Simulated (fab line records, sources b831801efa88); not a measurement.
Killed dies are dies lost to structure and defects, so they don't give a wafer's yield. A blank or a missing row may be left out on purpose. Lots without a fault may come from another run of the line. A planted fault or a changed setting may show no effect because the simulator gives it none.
Chamber matching | flow sky130 | SKY_SONOS_ONO_ETCH_15 on rie_diel-03: 4 sister chambers
The step etches the open film in CHF3/O2, target depth 19.52 nm, time 7.8 s. 4 wafers are shown with their chamber, then 7 later ones without.

WAFERS WITH THEIR CHAMBER
wafer  | chamber | rf_fwd_power_W (W)
L078.4 | 3       | 589
L087.3 | 0       | 587
L092.1 | 2       | 586
L092.2 | 1       | 585

WAFERS WITHOUT THEIR CHAMBER
wafer  | rf_fwd_power_W (W)
L092.3 | 584
L093.2 | 587
L093.3 | 592
L093.4 | 588
L094.2 | 588
L094.5 | 587
L094.6 | 591

WHICH CHAMBER EACH WENT THROUGH
wafer  | from the rows above               | in truth
L092.3 | can't be placed: 1 or 2 or 0      | 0
L093.2 | can't be placed: 0 or 2 or 1 or 3 | 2
L093.3 | can't be placed: 3 or 0 or 2      | 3
L093.4 | can't be placed: 0 or 3 or 2 or 1 | 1
L094.2 | can't be placed: 0 or 3 or 2 or 1 | 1
L094.5 | can't be placed: 0 or 2 or 1 or 3 | 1
L094.6 | can't be placed: 3 or 0 or 2      | 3
Placed correctly: 0 of 7. Can't be placed from these rows: 7 (the true chamber is among the candidates in 7). Placed wrongly: 0.
How it was worked out, from the rows above alone: a wafer's distance from a chamber is the root of the sum, over the readings, of the square of ((its reading less the chamber's mean) divided by the reading's scatter). The wafer belongs to the nearest chamber; if the next one is less than 2 further off, it can't be placed. A chamber's mean is the mean of its shown wafers. The scatter: with one shown wafer a chamber, the root of the mean of the squares of how far each hidden wafer lies from its nearest shown one.
